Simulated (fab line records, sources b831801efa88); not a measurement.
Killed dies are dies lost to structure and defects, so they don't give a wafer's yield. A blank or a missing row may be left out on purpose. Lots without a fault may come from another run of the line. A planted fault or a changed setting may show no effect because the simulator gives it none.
Problem report in the 8D (eight disciplines) form, filled by code | flow gf180mcu | the parts of the form that need people (team, actions taken, sign-off) are left out

1. THE PROBLEM
strip_time_to_endpoint_s at GF_DNWELL_STRIP_08 reads a mean of 38.85 s on 4 wafers of 2 lots; wafers without a fault read 36.96 s with a standard deviation of 0.091. That is +21 standard deviations from the usual mean.
The step: strips in O2/N2.
First seen on wafer L565.3, day 6 20:38, on plasma_asher-03. The record holds 36 wafers of 12 lots with a number at this step. Rule for "out", or "out of limits": more than 4 standard deviations from the usual mean. The other wafers with a number count as sound.

2. WHAT IT IS AND WHAT IT IS NOT
question                    | is                             | is not
which readings at this step | strip_time_to_endpoint_s       | chamber_pressure_mTorr, drypump_motor_current_A, oes_product_au, platen_temp_c
which lots                  | L565, L568                     | L547, L548, L550, L552, L554, L557, L561, L567, L569, L570
which wafers of those lots  | L565.3, L565.5, L568.3, L568.5 | L565.6, L568.6
read on which tools         | plasma_asher-03                | plasma_asher-01, plasma_asher-04
when                        | from day 6 20:38               | up to then (22 sound wafers); but 10 sound wafers of L567, L568, L569, L570 came after

3. SUSPECTS, AND WHAT RULES EACH OUT
Counting: a tool at a process step up to the reading stays a suspect if it ran every lot that is out. Sound lots after the first of them don't rule it out here, since some wafers of a struck lot are sound.
- litho_track-03 at GF_DNWELL_COAT_02 (resist thk 3000 nm): kept. It ran every lot that is out, first L565 (day 6 12:21); its last sound lot up to then is L557 (day 4 17:10).
- plasma_asher-03 at GF_DNWELL_STRIP_08 (strips in O2/N2): kept. It ran every lot that is out, first L565 (day 6 20:38); its last sound lot up to then is L554 (day 4 09:00). Its own readings are out on those wafers: strip_time_to_endpoint_s.
Left after counting: litho_track-03 at GF_DNWELL_COAT_02, plasma_asher-03 at GF_DNWELL_STRIP_08.

4. THE CAUSE (what the simulator had put in)
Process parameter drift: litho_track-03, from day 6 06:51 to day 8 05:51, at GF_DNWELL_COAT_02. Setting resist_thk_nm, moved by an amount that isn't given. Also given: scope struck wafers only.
Counting left 2 suspects, and this tool is among them.

5. THE CHAIN OF EFFECTS, in route order
Each row: a reading whose mean over the struck wafers that have a number lies more than 3 standard deviations from the usual. Only readings for which the record gives a usual standard deviation are gone through. hours: the time from each lot's start at the first step in this table that gives one to its start at this step, as a median over the lots. sigmas: the change in usual standard deviations.
hours | step               | reading                  | usual   | on struck wafers | change | sigmas
0     | GF_DNWELL_STRIP_08 | strip_time_to_endpoint_s | 36.96 s | 38.85            | +1.89  | +21
The process steps in it:
- GF_DNWELL_STRIP_08: strips in O2/N2.
Later measuring or inspecting steps at which every struck wafer that the step has a row for has a number for every such reading, and none has moved that far: GF_LVPWELL_OVL_MEAS_07, GF_LVPWELL_TW_MEAS_11.

6. WHAT WOULD HAVE CAUGHT IT SOONER
In this record the first reading out of limits was taken at day 6 20:38, 14 hours after the fault began at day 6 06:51.
Of the tool readings at GF_DNWELL_COAT_02 for which the record gives a usual standard deviation, none was out on any struck wafer, so an alarm limit of 4 standard deviations on them would not have fired.
Of the lots that are out (2), L568 began GF_DNWELL_COAT_02 on litho_track-03 after day 6 20:38. A hold on the tool at that time would have spared it.
